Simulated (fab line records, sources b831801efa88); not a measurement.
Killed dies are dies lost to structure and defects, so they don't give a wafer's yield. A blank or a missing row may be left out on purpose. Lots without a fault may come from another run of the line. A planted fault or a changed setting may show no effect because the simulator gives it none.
Which tool did it? | flow sky130 | 6 lots, 18 wafers sampled, at 2 steps of a route of 708

WHAT THE GAUGES READ, wafer by wafer
SKY_NWELL_TW_MEAS_26.
lot  | measured     | on            | NWELL_2_TW
L965 | day 5 15:35  | film_metro-02 | 487 487 487
L967 | day 6 07:09  | film_metro-02 | 482 481 484
L971 | day 7 01:55  | film_metro-01 | 492 492 494
L979 | day 9 05:11  | film_metro-02 | 555 554 554
L983 | day 10 10:05 | film_metro-02 | 482 483 483
L987 | day 11 01:49 | film_metro-04 | 507 505 503

WHICH TOOL RAN EACH LOT (tool, then ch and the chambers of the sampled wafers, then the start)
lot  | SKY_NWELL_IMPLANT_24
L965 | implanter-04 ch 0, day 5 15:20
L967 | implanter-01 ch 0, day 6 06:55
L971 | implanter-04 ch 0, day 7 01:41
L979 | implanter-01 ch 0, day 9 04:56
L983 | implanter-02 ch 0, day 10 09:50
L987 | implanter-04 ch 0, day 11 01:35
- SKY_NWELL_IMPLANT_24

THE ANSWER, worked out from the rows above alone
Rule: what is usual is taken from the lots themselves. Put in order of their means at a reading, lots are off if they are a third of the lots or fewer, leave a main group of 4 or more, and stand apart from it by a gap of 3 or more times the standard deviation of the main group's means; of several such gaps the widest counts. A main group whose means are all the same, to the digits that the tables above print for the reading, isn't used. A lot without any number at a reading at which 4 lots or more have one is off too. The other lots that the step has rows for count as sound.
Off: L979, at SKY_NWELL_TW_MEAS_26 (NWELL_2_TW). The main group: mean 490, standard deviation 8.4.
A tool fits if, at a process step before that reading, it ran every lot that is off, and no sound lot after the first of them. The gauges at SKY_NWELL_TW_MEAS_26 are tried like those tools. One fits: implanter-01 at SKY_NWELL_IMPLANT_24. Its last sound lot is L967 (day 6 06:55), its first lot that is off L979 (day 9 04:56): a fault that began between those two fits.

WHAT THE SIMULATOR HAD PUT IN
Process parameter drift: implanter-01, from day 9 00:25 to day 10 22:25, at SKY_NWELL_IMPLANT_24. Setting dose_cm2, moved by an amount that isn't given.
Lots struck among those shown: L979. The rule above found the same.
